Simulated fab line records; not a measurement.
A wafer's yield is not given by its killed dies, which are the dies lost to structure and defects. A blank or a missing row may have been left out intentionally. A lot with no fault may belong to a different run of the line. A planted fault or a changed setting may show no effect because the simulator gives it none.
The tool behind it: which one? + flow gf180mcu + 6 lots, 18 wafers sampled, at 2 steps of a route of 602

WHAT THE GAUGES READ, wafer by wafer
GF_HV_LDD_CD_MEAS_31 targets a cd of 400 nm.
| lot  | measured     | on        | cd_nm (nm)        |
|------|--------------|-----------|-------------------|
| L842 | day 12 07:14 | cd_sem-01 | 399.0 400.2 398.2 |
| L843 | day 12 12:17 | cd_sem-02 | 402.1 402.6 401.7 |
| L845 | day 13 06:10 | cd_sem-02 | 400.8 401.7 399.4 |
| L849 | day 14 10:24 | cd_sem-01 | 399.4 399.1 399.3 |
| L860 | day 18 06:00 | cd_sem-02 | 398.0 400.3 399.4 |
| L862 | day 18 15:10 | cd_sem-02 | 398.8 400.6 401.1 |

TOOL THAT RAN EACH LOT (tool first, then ch and the chambers of the sampled wafers, then the start)
| lot  | GF_VT_IMPLANT_STRIP_09               |
|------|--------------------------------------|
| L842 | plasma_asher-03 ch 0,1, day 6 08:31  |
| L843 | plasma_asher-01 ch 0, day 6 14:07    |
| L845 | plasma_asher-02 ch 0,1, day 7 00:31  |
| L849 | plasma_asher-01 ch 0,1, day 7 21:06  |
| L860 | plasma_asher-02 ch 0,1, day 10 17:33 |
| L862 | plasma_asher-02 ch 0,1, day 11 05:43 |
- GF_VT_IMPLANT_STRIP_09: strips in O2/N2.

THE ANSWER, worked out from the rows above alone
Rule: the usual values come from the lots themselves. Put in order of their means at a reading, lots are off if they are a third of the lots or fewer, leave a main group of 4 or more, and stand apart from it by a gap of 3 or more times the standard deviation of the main group's means; of several such gaps the widest counts. Not used: any main group whose means are identical at the precision the tables above print for the reading. Also off: a lot with no number at a reading for which 4 or more lots have one. Any other lot the step has rows for is counted as sound.
No lot is off on any of the readings shown, so nothing can be concluded from this.

WHAT HAD BEEN PUT IN BY THE SIMULATOR
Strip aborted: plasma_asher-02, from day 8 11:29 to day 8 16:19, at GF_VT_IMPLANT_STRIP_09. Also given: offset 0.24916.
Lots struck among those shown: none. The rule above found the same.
